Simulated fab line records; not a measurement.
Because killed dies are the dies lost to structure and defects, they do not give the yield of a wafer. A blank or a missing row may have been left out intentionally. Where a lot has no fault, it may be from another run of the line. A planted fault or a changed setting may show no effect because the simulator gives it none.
fab line records	flow gf180mcu
[record] lots = 11	wafers = 33	last-day = 34
route steps=602 shown M4@459 V5@566 TOP_METAL@583 PASSIVATION@593
lots that met no fault: from a run of the same line without faults
start-h: start of the lot's first displayed wafer, in hours after the record's first day	wait-h: hours elapsed since this lot's preceding step	" same as the row above	L1.1+2: one row covering several wafers at once	- no value present, or no start provided	* or withheld: withheld	< > ~ a bound
route shown NAME@n: names a module that has steps shown in the file, with the first one's number in the route	usual: the fault-free wafers' mean and standard deviation	same: alike in all rows	chamber/n: place in a boat	sites: the reading at each site	_std_site: standard deviation across them	_edge_site: the outer-site mean with the inner-site mean subtracted	radius-mm: how far each site lies from the wafer's centre	mask NAME#n: copy n	behind: tool/chamber where the wafer was last shaped	hold: why the lot was held/for how many hours/how that ended	device: transistor that didn't switch, given as n, p or np	end of line: the tests these same wafers got at the end of their route	where a step has no rows: the recipe by itself	killed: at the first sort, the dies lost to defects and structure; wafer yield is something else	map: per-die view of a wafer (x killed, . not killed, _ where there is no die)
set.NAME: the setting the step ran with; set.NAME@STEP: the setting that earlier step ran with	model.NAME: the simulator's own value behind a step, which no gauge read
one table for each step of the route and one row for each wafer, over a sample of lots
services: a tool's chamber out of use, with start hour (start-h, from the record's first day; less than 0 if before it), hours out, and reason
[[steps]]
[step GF_M4_SPUTTER_03]
[recipe] material = Ti	target-thk-nm = 10	substrate-temp-c = 300	chamber-pressure-pa = 0.3	power-w = 3000	time-s = 6.7
[usual] throttle-valve-pct = 29.4/1.1
lot.wafer	tool	chamber	start-h	wait-h	throttle-valve-pct
L393.2	pvd-sputter-02	-	514.45	0.0	28.6
L393.4	"	-	"	"	31.2
L393.5	"	-	"	"	29.0
L394.1	pvd-sputter-03	-	527.84	0.0	30.2
L394.4	"	-	"	"	29.0
L394.6	"	-	"	"	30.0
L395.1	pvd-sputter-01	-	533.98	0.0	29.3
L395.2	"	-	"	"	30.6
L395.5	"	-	"	"	31.8
L396.2	pvd-sputter-02	-	538.80	0.0	28.7
L396.4	"	-	"	"	30.9
L396.6	"	-	"	"	28.2
L397.3	pvd-sputter-02	-	546.10	0.0	29.4
L397.4	"	-	"	"	28.4
L397.5	"	-	"	"	28.8
L403.2	pvd-sputter-01	-	609.59	0.0	28.7
L403.4	"	-	"	"	30.4
L403.5	"	-	"	"	30.4
L404.1	pvd-sputter-01	-	616.17	0.0	29.6
L404.3	"	-	"	"	31.8
L404.4	"	-	"	"	28.9
L405.1	pvd-sputter-02	-	624.07	0.0	28.9
L405.4	"	-	"	"	31.1
L405.5	"	-	"	"	29.0
L414.3	pvd-sputter-02	-	684.59	0.0	28.4
L414.4	"	-	"	"	31.1
L414.5	"	-	"	"	29.4
L413.2	pvd-sputter-01	-	685.07	0.0	29.4
L413.4	"	-	"	"	28.7
L413.6	"	-	"	"	29.6
L415.1	pvd-sputter-01	-	704.44	0.0	29.6
L415.4	"	-	"	"	31.9
L415.5	"	-	"	"	28.7
[step GF_V5_CMP_26]
[recipe] stop-on = SiO2	down-force-psi = 3.5	platen-rpm = 60	t-overpolish-s = 15	target-thk-nm = 0	pad-velocity-m-s = 0.94248
[usual] motor-current-A = 11.0/1.1	overpolish-run-s = 15.000/0.008	time-to-endpoint-s = 87/4.8
lot.wafer	tool	chamber	start-h	wait-h	motor-current-A	overpolish-run-s	time-to-endpoint-s
L393.2	cmp-01	2	628.79	0.1	11.0	14.991	97
L393.4	"	3	"	"	11.2	15.008	89
L393.5	"	1	"	"	11.9	14.999	90
L394.4	cmp-01	0	642.62	0.0	9.1	14.996	84
L394.1	"	2	"	"	10.9	14.992	94
L394.6	"	0	"	"	8.4	14.996	82
L395.2	cmp-01	3	646.93	0.0	11.2	14.998	80
L395.1	"	2	"	"	11.1	15.012	88
L395.5	"	3	"	"	11.1	15.004	84
L396.2	cmp-02	2	650.54	0.0	12.1	15.013	82
L396.4	"	1	"	"	10.4	15.001	87
L396.6	"	2	"	"	12.5	15.006	83
L397.4	cmp-01	3	655.94	0.1	11.2	15.001	89
L397.3	"	1	"	"	12.4	15.004	91
L397.5	"	3	"	"	11.1	15.001	84
L403.2	cmp-02	2	711.90	0.1	11.6	15.012	79
L403.4	"	3	"	"	10.9	14.985	85
L403.5	"	0	"	"	11.4	14.987	83
L404.3	cmp-01	2	719.45	0.0	11.6	14.997	96
L404.1	"	3	"	"	11.0	15.000	89
L404.4	"	1	"	"	12.4	15.002	91
L405.1	cmp-02	1	726.91	0.1	11.0	14.996	82
L405.4	"	2	"	"	11.9	14.984	80
L405.5	"	3	"	"	11.4	15.011	85
L414.3	cmp-02	1	777.99	0.1	10.1	15.004	80
L414.4	"	2	"	"	11.8	15.001	81
L414.5	"	3	"	"	11.3	15.004	82
L413.2	cmp-01	0	778.47	0.0	8.8	15.012	81
L413.4	"	2	"	"	10.9	15.002	89
L413.6	"	0	"	"	9.1	15.000	81
L415.1	cmp-02	2	794.32	0.1	12.0	15.002	79
L415.4	"	0	"	"	11.9	15.000	84
L415.5	"	3	"	"	10.8	15.003	87
[step GF_TOP_METAL_METAL_ETCH_16]
[recipe] chemistry = Cl2/BCl3	mask-material = NOVOLAK	target-depth-nm = 1197	stop-on = SiO2	pressure-mtorr = 8	icp-w = 800	bias-w = 140	Cl2_flow_sccm = 80	bcl3-flow-sccm = 40	time-s = 199.5
[usual] bias-w = 139.9/0.37	drypump-motor-current-A = 5.4/0.33	oes-product-au = 0.990/0.0055	throttle-valve-pct = 28.231/0.01
lot.wafer	tool	chamber	start-h	wait-h	bias-w	drypump-motor-current-A	oes-product-au	rf-hours-counter-h	throttle-valve-pct
L393.2	rie-metal-02	1	649.56	0.1	139.7	5.8	0.986	-	28.248
L393.4	"	1	"	"	140.2	5.8	0.986	-	28.242
L393.5	"	1	"	"	139.7	5.8	0.989	-	28.231
L394.1	rie-metal-02	1	663.13	0.0	139.8	5.8	0.988	14	28.220
L394.4	"	1	"	"	139.5	5.8	0.986	-	28.232
L394.6	"	1	"	"	139.1	5.8	0.980	-	28.229
L395.1	rie-metal-01	1	667.45	0.0	139.3	5.4	0.993	3	28.226
L395.2	"	0	"	"	139.6	5.2	0.997	5	28.227
L395.5	"	1	"	"	139.4	5.4	0.992	-	28.217
L396.2	rie-metal-04	0	671.33	0.0	139.4	5.1	0.988	12	28.240
L396.4	"	1	"	"	140.8	4.9	0.992	-	28.228
L396.6	"	0	"	"	139.8	5.1	0.991	-	28.233
L397.3	rie-metal-04	1	675.69	0.1	140.0	4.9	0.996	-	28.240
L397.4	"	0	"	"	140.4	5.2	0.991	-	28.222
L397.5	"	1	"	"	140.0	4.9	0.992	-	28.229
L403.2	rie-metal-02	1	729.94	0.1	140.6	5.8	0.988	-	28.231
L403.4	"	1	"	"	139.5	5.8	0.980	-	28.264
L403.5	"	1	"	"	139.7	5.8	0.991	-	28.242
L404.1	rie-metal-02	1	737.90	0.0	139.8	5.8	0.983	18	28.231
L404.3	"	1	"	"	139.8	5.8	0.988	-	28.229
L404.4	"	1	"	"	139.5	5.8	0.990	-	28.242
L405.1	rie-metal-02	1	744.58	0.0	140.5	5.8	0.991	19	28.264
L405.4	"	1	"	"	140.0	5.8	0.981	-	28.231
L405.5	"	1	"	"	140.5	5.8	0.983	-	28.229
L414.3	rie-metal-04	0	793.84	0.1	140.0	5.2	0.989	-	28.214
L414.4	"	1	"	"	140.1	4.9	0.991	-	28.221
L414.5	"	1	"	"	140.3	4.9	0.991	-	28.228
L413.2	rie-metal-02	1	794.28	0.0	140.1	5.8	0.989	1	28.221
L413.4	"	1	"	"	140.0	5.8	0.997	-	28.221
L413.6	"	1	"	"	140.4	5.8	0.995	-	28.221
L415.1	rie-metal-01	1	809.92	0.0	140.2	5.4	0.995	10	28.219
L415.4	"	1	"	"	140.2	5.4	1.000	-	28.230
L415.5	"	1	"	"	140.3	5.4	0.993	-	28.222
[step GF_PASSIVATION_COAT_06]
[recipe] spin-rpm = 2000	resist-thk-nm = 4000
[usual] chill-plate-temp-C = 22.99/0.11
lot.wafer	tool	chamber	start-h	wait-h	chill-plate-temp-C
L393.2	litho-track-04	0	660.90	0.1	22.99
L393.4	"	0	"	"	23.09
L393.5	"	0	"	"	22.88
L394.1	litho-track-02	0	673.40	0.1	23.06
L394.4	"	0	"	"	23.00
L394.6	"	0	"	"	22.98
L395.1	litho-track-04	0	677.93	0.1	23.13
L395.2	"	0	"	"	23.15
L395.5	"	0	"	"	22.99
L396.2	litho-track-02	0	681.73	0.1	22.82
L396.4	"	0	"	"	22.99
L396.6	"	0	"	"	23.10
L397.3	litho-track-02	0	685.95	0.1	23.10
L397.4	"	0	"	"	23.02
L397.5	"	0	"	"	23.07
L403.2	litho-track-03	0	739.70	0.1	22.85
L403.4	"	0	"	"	22.81
L403.5	"	0	"	"	22.89
L404.1	litho-track-03	0	747.42	0.1	22.92
L404.3	"	0	"	"	22.92
L404.4	"	0	"	"	22.94
L405.1	litho-track-02	0	753.75	0.1	22.97
L405.4	"	0	"	"	22.88
L405.5	"	0	"	"	23.00
L413.2	litho-track-03	0	803.00	0.1	23.01
L413.4	"	0	"	"	22.97
L413.6	"	0	"	"	23.19
L414.3	litho-track-02	0	803.00	0.1	22.95
L414.4	"	0	"	"	22.91
L414.5	"	0	"	"	23.04
L415.1	litho-track-02	0	817.80	0.1	22.98
L415.4	"	0	"	"	22.80
L415.5	"	0	"	"	22.80
[step GF_PASSIVATION_STRIP_12]
[recipe] chemistry = O2/N2	power-w = 1400	pressure-mtorr = 1500	platen-temp-c = 250	o2-flow-sccm = 3000	n2-flow-sccm = 300	overash-fraction = 0.5
[usual] drypump-motor-current-A = 5.8/0.41	heater-power-w = 340/47	oes-product-au = 0.719/0.0051	strip-time-to-endpoint-s = 32.96/0.21
lot.wafer	tool	chamber	start-h	wait-h	drypump-motor-current-A	heater-power-w	oes-product-au	rf-hours-counter-h	strip-time-to-endpoint-s
L393.2	plasma-asher-03	1	671.22	0.1	5.1	352	0.725	108	33.02
L393.4	"	1	"	"	5.1	349	0.719	-	32.77
L393.5	"	1	"	"	5.1	349	0.723	-	33.00
L394.1	plasma-asher-04	1	683.32	0.1	6.2	282	0.719	24	33.28
L394.4	"	1	"	"	6.2	272	0.720	-	32.86
L394.6	"	0	"	"	5.6	353	0.720	-	32.82
L395.1	plasma-asher-02	1	687.62	0.1	6.2	293	0.727	63	32.84
L395.2	"	0	"	"	6.0	404	0.718	63	33.20
L395.5	"	0	"	"	5.9	407	0.727	-	32.93
L396.2	plasma-asher-02	1	691.22	0.1	6.2	292	0.719	63	32.57
L396.4	"	1	"	"	6.2	296	0.721	-	32.58
L396.6	"	1	"	"	6.2	287	0.718	-	32.53
L397.3	plasma-asher-04	0	695.65	0.2	5.6	357	0.720	-	32.83
L397.4	"	1	"	"	6.3	280	0.725	-	33.06
L397.5	"	1	"	"	6.2	282	0.712	-	32.65
L403.2	plasma-asher-02	0	748.52	0.1	5.9	411	0.727	70	33.05
L403.4	"	1	"	"	6.2	291	0.729	-	33.00
L403.5	"	0	"	"	5.9	407	0.717	-	33.18
L404.1	plasma-asher-02	1	756.42	0.1	6.2	291	0.725	71	33.26
L404.3	"	0	"	"	5.9	413	0.714	-	33.35
L404.4	"	1	"	"	6.2	292	0.721	-	32.92
L405.1	plasma-asher-04	0	761.89	0.1	5.6	353	0.719	32	32.93
L405.4	"	1	"	"	6.3	283	0.716	-	33.05
L405.5	"	1	"	"	6.3	274	0.725	-	33.50
L414.3	plasma-asher-02	0	810.78	0.2	5.9	421	0.713	-	35.07
L414.4	"	1	"	"	6.2	289	0.714	-	35.05
L414.5	"	1	"	"	6.2	291	0.714	-	34.89
L413.2	plasma-asher-04	1	811.09	0.1	6.2	280	0.713	37	32.92
L413.4	"	0	"	"	5.6	353	0.703	-	32.88
L413.6	"	1	"	"	6.2	280	0.718	-	33.04
L415.1	plasma-asher-03	1	825.17	0.1	5.1	350	0.723	8	35.02
L415.4	"	0	"	"	5.5	341	0.711	-	34.89
L415.5	"	0	"	"	5.5	349	0.715	-	35.27
[[services]]
tool	chamber	start-h	hours	kind
pvd-sputter-02	-	497.53	7.3	repair
pvd-sputter-02	-	507.07	1.8	repair
plasma-asher-02	-	537.01	2.8	pm
cmp-02	-	572.00	4.0	pm
cmp-02	-	573.02	1.0	repair
cmp-01	-	576.00	5.1	pm
plasma-asher-04	-	578.12	2.8	pm
cmp-02	-	599.31	1.9	repair
rie-metal-02	0	612.36	14.9	repair
plasma-asher-02	-	672.85	10.4	repair
cmp-01	-	707.41	1.2	repair
cmp-02	-	715.95	0.6	repair
cmp-02	-	717.73	0.8	repair
rie-metal-02	0	722.83	21.5	repair
rie-metal-02	-	724.50	0.2	repair
cmp-02	-	731.13	2.4	repair
cmp-01	-	735.39	5.0	pm
cmp-01	-	744.20	4.0	pm
rie-metal-02	-	755.03	0.2	repair
cmp-02	-	759.05	3.0	pm
cmp-02	-	774.40	1.9	repair
cmp-01	-	808.30	0.3	repair
plasma-asher-04	-	823.75	1.6	repair
cmp-01	-	824.93	0.8	repair
[[key]]
[first-sign] step = GF_PASSIVATION_STRIP_12	reading = strip-time-to-endpoint-s	direction = up	sigmas = 9.7	usual = *	struck = *
effect none on later readings
met-at GF_PASSIVATION_COAT_06
struck-lots L414,L415
not-acting-at GF_M4_SPUTTER_03,GF_V5_CMP_26,GF_TOP_METAL_METAL_ETCH_16
onset-between 753.75 803.00
[fault] kind = process-parameter-drift	tool = litho-track-02	chamber = -	onset-h = 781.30	steps = GF_PASSIVATION_COAT_06	channel = resist-thk-nm	offset = *	shape = step	end-h = 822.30	acts-in = *	stated = *
